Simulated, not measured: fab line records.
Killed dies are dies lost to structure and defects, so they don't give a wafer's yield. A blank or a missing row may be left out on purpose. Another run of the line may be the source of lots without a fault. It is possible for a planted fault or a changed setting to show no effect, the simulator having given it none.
What tool caused it?    flow sky130    13 lots, 39 wafers sampled, at 5 steps of a route of 708

== WHAT EACH GAUGE READ, for each wafer ==
SKY_VT_ADJUST_LVTN_TW_MEAS_21. Usual: for VT_ADJUST_LVTN_2_TW the level is 188.5 and the standard deviation is 1.3.
lot   measured      on             VT_ADJUST_LVTN_2_TW  flag
L728  day 7 22:59   film_metro-02  190.1 189.9 190.6    
L729  day 8 03:02   film_metro-04  187.8 188.4 187.8    
L737  day 10 12:49  film_metro-03  188.3 189.1 189.7    
L739  day 11 08:40  film_metro-04  188.6 188.3 187.8    
L741  day 11 20:00  film_metro-03  188.0 188.0 186.4    
L742  day 12 05:53  film_metro-02  189.9 190.4 190.7    
L744  day 12 16:06  film_metro-04  187.7 187.1 187.8    
L745  day 12 23:37  film_metro-04  187.3 188.2 187.3    
L746  day 13 13:05  film_metro-04  188.3 188.3 188.1    
L747  day 13 20:40  film_metro-04  187.8 188.3 188.4    
L748  day 13 23:16  film_metro-04  189.5 187.8 188.2    
L750  day 14 04:43  film_metro-04  189.2 188.1 188.3    
L749  day 14 04:53  film_metro-03  187.8 187.8 187.1    

SKY_SONOS_TUNNEL_CD_MEAS_07: the cd target is 410 nm. Usual: cd_nm 410.3 nm, standard deviation 2.1.
lot   measured      on         cd_nm (nm)         flag
L728  day 11 17:58  cd_sem-01  413.7 412.6 411.9  
L729  day 11 22:26  cd_sem-01  406.2 406.6 408.5  
L737  day 14 15:56  cd_sem-01  394.3 396.8 395.7  OFF
L739  day 15 15:11  cd_sem-02  398.6 397.7 398.7  OFF
L741  day 16 03:32  cd_sem-02  407.8 407.1 407.2  
L742  day 16 14:10  cd_sem-01  413.4 413.6 414.3  
L744  day 17 02:51  cd_sem-02  410.1 412.5 414.2  
L745  day 17 12:06  cd_sem-01  409.5 408.5 411.1  
L746  day 18 04:47  cd_sem-01  411.4 412.8 413.2  
L747  day 18 11:47  cd_sem-01  407.3 407.2 406.9  
L748  day 18 15:44  cd_sem-02  407.3 407.1 408.1  
L750  day 18 21:23  cd_sem-02  414.2 412.8 412.7  
L749  day 18 21:42  cd_sem-02  410.6 410.8 410.7  

SKY_SONOS_ONO_THK_MEAS_01. Usual: for SONOS_ONO_OXIDATION_THK the level is 2.57 nm and the standard deviation is 0.057.
lot   measured      on             SONOS_ONO_OXIDATION_THK (nm)  flag
L728  day 11 21:33  film_metro-01  2.58 2.59 2.49                
L729  day 12 01:19  film_metro-04  2.63 2.58 2.66                
L737  day 14 18:46  film_metro-04  2.54 2.55 2.44                
L739  day 15 17:10  film_metro-03  2.61 2.61 2.55                
L741  day 16 05:57  film_metro-01  2.53 2.59 2.59                
L742  day 16 16:46  film_metro-04  2.58 2.61 2.58                
L744  day 17 05:08  film_metro-03  2.57 2.52 2.53                
L745  day 17 14:04  film_metro-04  2.59 2.51 2.50                
L746  day 18 08:02  film_metro-01  2.61 2.59 2.54                
L747  day 18 15:14  film_metro-03  2.56 2.58 2.60                
L748  day 18 19:13  film_metro-04  2.61 2.58 2.62                
L750  day 18 23:23  film_metro-04  2.56 2.56 2.61                
L749  day 19 02:14  film_metro-01  2.47 2.51 2.51                

== WHAT TOOL EACH LOT RAN ON (gives the tool, then ch and the chambers of the sampled wafers, and finally the start) ==
lot   SKY_VT_ADJUST_NCORE_STRIP_10          SKY_SONOS_TUNNEL_DEVELOP_06
L728  plasma_asher-01 ch 0, day 8 20:35     litho_track-02 ch 0, day 11 17:49
L729  plasma_asher-02 ch 0,1, day 9 00:29   litho_track-01 ch 0, day 11 22:17
L737  plasma_asher-01 ch 0,1, day 11 12:26  litho_track-01 ch 0, day 14 15:47
L739  plasma_asher-01 ch 0, day 12 08:32    litho_track-01 ch 0, day 15 15:02
L741  plasma_asher-02 ch 0,1, day 12 20:31  litho_track-03 ch 0, day 16 03:25
L742  plasma_asher-01 ch 0,1, day 13 06:44  litho_track-02 ch 0, day 16 14:01
L744  plasma_asher-04 ch 0,1, day 13 16:38  litho_track-03 ch 0, day 17 02:43
L745  plasma_asher-01 ch 0,1, day 14 01:07  litho_track-02 ch 0, day 17 11:58
L746  plasma_asher-04 ch 0,1, day 14 15:56  litho_track-02 ch 0, day 18 04:38
L747  plasma_asher-02 ch 0,1, day 14 23:11  litho_track-01 ch 0, day 18 11:40
L748  plasma_asher-02 ch 0,1, day 15 01:32  litho_track-03 ch 0, day 18 15:35
L750  plasma_asher-02 ch 0, day 15 07:08    litho_track-01 ch 0, day 18 21:14
L749  plasma_asher-01 ch 0,1, day 15 07:12  litho_track-01 ch 0, day 18 21:34
- SKY_VT_ADJUST_NCORE_STRIP_10: strips in O2/N2.
- SKY_SONOS_TUNNEL_DEVELOP_06: develop time 60 s.

== AS READ BY THE TOOLS THEMSELVES (means over the sampled wafers that have a number; for cases with no such wafer, the mark the record gives instead) ==
SKY_VT_ADJUST_NCORE_STRIP_10. Usual: drypump_motor_current_A 5.80 A, standard deviation 0.23; o2_flow_sccm 3001 sccm, standard deviation 9.5; oes_product_au 0.715 a.u., standard deviation 0.0047; strip_time_to_endpoint_s 14.18 s, standard deviation 0.051.
lot   tool             drypump_motor_current_A (A)  o2_flow_sccm (sccm)  oes_product_au (a.u.)  strip_time_to_endpoint_s (s)  flag
L728  plasma_asher-01  5.56                         2997                 0.713                  14.25                         
L729  plasma_asher-02  5.68                         3002                 0.716                  14.17                         
L737  plasma_asher-01  5.88                         3004                 0.720                  14.14                         
L739  plasma_asher-01  5.58                         3004                 0.714                  14.21                         
L741  plasma_asher-02  5.69                         3002                 0.716                  14.22                         
L742  plasma_asher-01  5.73                         3007                 0.715                  14.14                         
L744  plasma_asher-04  6.13                         3010                 0.717                  14.11                         
L745  plasma_asher-01  5.88                         2998                 0.713                  14.24                         
L746  plasma_asher-04  6.14                         2994                 0.720                  14.16                         
L747  plasma_asher-02  5.64                         3000                 0.715                  14.26                         
L748  plasma_asher-02  5.68                         3010                 0.719                  14.11                         
L750  plasma_asher-02  5.59                         3001                 0.714                  14.08                         
L749  plasma_asher-01  5.88                         2990                 0.711                  14.22                         

== THE ANSWER, worked out from the rows above alone ==
Rule: a lot counts as off when the mean over its wafers that have a number is more than 3 standard deviations away from the usual mean. Also off: a lot with no number at a reading for which 4 or more lots have one. Where the step has rows for the other lots, those lots are counted as sound. After the gauges, taken in route order, come the tools' own readings; for these a lot's mean is taken, as printed above. The first step at which some lot is off is used, and at that step the reading that is off furthest; a lot without a number counts as furthest.
Off: L737, L739, at SKY_SONOS_TUNNEL_CD_MEAS_07 (cd_nm).
A tool fits if, at a process step before that reading, it ran every lot that is off, and no sound lot after the first of them. The gauges at SKY_SONOS_TUNNEL_CD_MEAS_07 are tried like those tools. None of those tried fits.

== WHAT THE SIMULATOR HAD PUT IN ==
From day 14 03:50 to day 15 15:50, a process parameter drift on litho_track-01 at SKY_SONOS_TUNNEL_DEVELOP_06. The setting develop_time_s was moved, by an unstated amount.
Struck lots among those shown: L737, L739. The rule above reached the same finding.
